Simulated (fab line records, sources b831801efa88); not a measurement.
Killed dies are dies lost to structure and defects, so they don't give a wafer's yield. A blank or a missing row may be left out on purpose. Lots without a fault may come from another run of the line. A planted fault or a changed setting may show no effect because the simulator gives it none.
Which tool did it? | flow sky130 | 11 lots, 33 wafers sampled, at 5 steps of a route of 708

WHAT THE GAUGES READ, wafer by wafer
SKY_SD_N_RS_MEAS_16: measures by four-point-probe.
lot  | measured     | on            | SD_N_RS (ohm/sq)
L208 | day 28 23:29 | film_metro-04 | 68.49 68.49 68.72
L209 | day 29 17:53 | film_metro-03 | 68.64 68.58 68.78
L210 | day 29 19:05 | film_metro-02 | 68.29 68.41 68.63
L211 | day 30 04:16 | film_metro-03 | 68.58 68.62 68.64
L215 | day 31 01:10 | film_metro-03 | 68.49 68.36 68.43
L217 | day 31 18:34 | film_metro-02 | 68.19 68.34 68.28
L218 | day 32 01:22 | film_metro-03 | 68.56 68.77 68.76
L219 | day 32 13:32 | film_metro-03 | 68.54 68.67 68.61
L224 | day 34 13:44 | film_metro-02 | 60.89 60.96 61.02
L227 | day 34 23:56 | film_metro-03 | 60.92 60.76 60.85
L228 | day 35 11:13 | film_metro-03 | 68.61 68.67 68.65

SKY_SD_N_RS_MEAS_17: measures by four-point-probe.
lot  | measured     | on            | SD_P_RS (ohm/sq)
L208 | day 28 23:36 | film_metro-04 | 146.8 146.9 147.1
L209 | day 29 18:00 | film_metro-03 | 147.0 146.5 147.1
L210 | day 29 19:13 | film_metro-02 | 146.7 147.1 147.1
L211 | day 30 04:23 | film_metro-03 | 147.5 146.9 147.0
L215 | day 31 01:17 | film_metro-03 | 146.5 145.9 146.5
L217 | day 31 18:41 | film_metro-02 | 146.5 146.6 145.8
L218 | day 32 01:29 | film_metro-03 | 147.7 147.9 148.0
L219 | day 32 13:39 | film_metro-03 | 147.5 147.4 147.4
L224 | day 34 13:51 | film_metro-02 | 109.5 109.4 109.4
L227 | day 35 00:04 | film_metro-03 | 109.4 109.2 109.4
L228 | day 35 11:20 | film_metro-03 | 147.1 147.2 147.4

SKY_SD_N_RS_MEAS_18: measures by four-point-probe.
lot  | measured     | on            | RES_XHIGH_RS (ohm/sq)
L208 | day 28 23:43 | film_metro-04 | 333.6 336.2 336.6
L209 | day 29 18:07 | film_metro-03 | 333.8 335.0 333.8
L210 | day 29 19:20 | film_metro-02 | 332.2 331.9 330.7
L211 | day 30 04:31 | film_metro-03 | 334.4 335.2 333.9
L215 | day 31 01:25 | film_metro-03 | 332.6 332.9 331.6
L217 | day 31 18:49 | film_metro-02 | 334.2 333.3 332.5
L218 | day 32 01:37 | film_metro-03 | 331.1 332.9 333.0
L219 | day 32 13:46 | film_metro-03 | 332.8 330.4 331.6
L224 | day 34 13:58 | film_metro-02 | 329.8 329.0 328.4
L227 | day 35 00:11 | film_metro-03 | 330.5 331.0 330.8
L228 | day 35 11:27 | film_metro-03 | 333.6 334.4 332.9

WHICH TOOL RAN EACH LOT (tool, then ch and the chambers of the sampled wafers, then the start)
lot  | SKY_POLY_CUT_STRIP_12                | SKY_SD_N_RTA_14
L208 | plasma_asher-01 ch 0,1, day 25 07:04 | rtp_anneal-01 ch 0, day 28 23:14
L209 | plasma_asher-01 ch 0,1, day 26 03:34 | rtp_anneal-02 ch 0, day 29 17:42
L210 | plasma_asher-04 ch 0,1, day 26 04:54 | rtp_anneal-01 ch 0, day 29 18:54
L211 | plasma_asher-04 ch 0,1, day 26 12:37 | rtp_anneal-02 ch 0, day 30 04:05
L215 | plasma_asher-02 ch 0,1, day 27 12:43 | rtp_anneal-02 ch 0, day 31 01:00
L217 | plasma_asher-01 ch 0,1, day 28 06:01 | rtp_anneal-02 ch 0, day 31 18:23
L218 | plasma_asher-04 ch 0,1, day 28 12:52 | rtp_anneal-01 ch 0, day 32 01:11
L219 | plasma_asher-01 ch 0,1, day 29 01:15 | rtp_anneal-02 ch 0, day 32 13:18
L224 | plasma_asher-02 ch 0,1, day 31 03:51 | rtp_anneal-02 ch 0, day 34 13:32
L227 | plasma_asher-04 ch 1, day 31 14:45   | rtp_anneal-02 ch 0, day 34 23:45
L228 | plasma_asher-01 ch 1, day 32 03:10   | rtp_anneal-01 ch 0, day 35 11:01
- SKY_POLY_CUT_STRIP_12: strips in O2/N2.
- SKY_SD_N_RTA_14: time 2 s.

WHAT THE TOOLS THEMSELVES READ (means of the sampled wafers that have a number; where no wafer has one, the mark that the record gives instead)
SKY_POLY_CUT_STRIP_12.
lot  | tool            | drypump_motor_current_A (A) | oes_product_au (a.u.) | strip_time_to_endpoint_s (s)
L208 | plasma_asher-01 | 5.49                        | 0.453                 | 5.366
L209 | plasma_asher-01 | 5.49                        | 0.447                 | 5.367
L210 | plasma_asher-04 | 5.83                        | 0.451                 | 5.359
L211 | plasma_asher-04 | 5.86                        | 0.451                 | 5.348
L215 | plasma_asher-02 | 5.62                        | 0.451                 | 5.349
L217 | plasma_asher-01 | 5.46                        | 0.450                 | 5.335
L218 | plasma_asher-04 | 5.84                        | 0.457                 | 5.359
L219 | plasma_asher-01 | 5.45                        | 0.447                 | 5.363
L224 | plasma_asher-02 | 5.59                        | 0.455                 | 5.346
L227 | plasma_asher-04 | 5.70                        | 0.454                 | 5.352
L228 | plasma_asher-01 | 5.41                        | 0.453                 | 5.340

SKY_SD_N_RTA_14.
lot  | tool          | lamp_power_pct (%) | wafer_temp_C_max
L208 | rtp_anneal-01 | 15.69              | 1077.8
L209 | rtp_anneal-02 | 15.77              | 1078.3
L210 | rtp_anneal-01 | 15.77              | 1077.1
L211 | rtp_anneal-02 | 15.71              | 1077.8
L215 | rtp_anneal-02 | 15.75              | 1078.7
L217 | rtp_anneal-02 | 15.73              | 1078.9
L218 | rtp_anneal-01 | 15.71              | 1077.9
L219 | rtp_anneal-02 | 15.72              | 1077.9
L224 | rtp_anneal-02 | 16.78              | 1120.3
L227 | rtp_anneal-02 | 16.76              | 1120.4
L228 | rtp_anneal-01 | 15.74              | 1079.2

THE ANSWER, worked out from the rows above alone
Rule: what is usual is taken from the lots themselves. Put in order of their means at a reading, lots are off if they are a third of the lots or fewer, leave a main group of 4 or more, and stand apart from it by a gap of 3 or more times the standard deviation of the main group's means; of several such gaps the widest counts. A main group whose means are all the same, to the digits that the tables above print for the reading, isn't used. A lot without any number at a reading at which 4 lots or more have one is off too. The other lots that the step has rows for count as sound. The gauges are gone through in route order, then the tools' own readings, and for those a lot's mean is taken as printed above. The first step at which some lot is off is used, and at that step the reading that is off furthest; a lot without a number counts as furthest.
Off: L224, L227, at SKY_SD_N_RS_MEAS_16 (SD_N_RS). The main group: mean 68.55 ohm/sq, standard deviation 0.13.
A tool fits if, at a process step before that reading, it ran every lot that is off, and no sound lot after the first of them. The gauges at SKY_SD_N_RS_MEAS_16 aren't tried: what is off there is off at SKY_SD_N_RTA_14 too, on other tools, and a gauge's error can't cause that. One fits: rtp_anneal-02 at SKY_SD_N_RTA_14. Its last sound lot is L219 (day 32 13:18), its first lot that is off L224 (day 34 13:32): a fault that began between those two fits.
The tool's own readings at SKY_SD_N_RTA_14 bear it out: on the lots that are off they differ by more than 5 times the standard deviation of the sound lots' means. lamp_power_pct reads 16.77 % there against 15.73 % on the sound lots; wafer_temp_C_max reads 1120.3 there against 1078.2 on the sound lots.

WHAT THE SIMULATOR HAD PUT IN
Process parameter drift: rtp_anneal-02, from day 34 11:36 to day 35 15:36, at SKY_SD_N_RTA_14. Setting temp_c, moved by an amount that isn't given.
Lots struck among those shown: L224, L227. The rule above found the same.
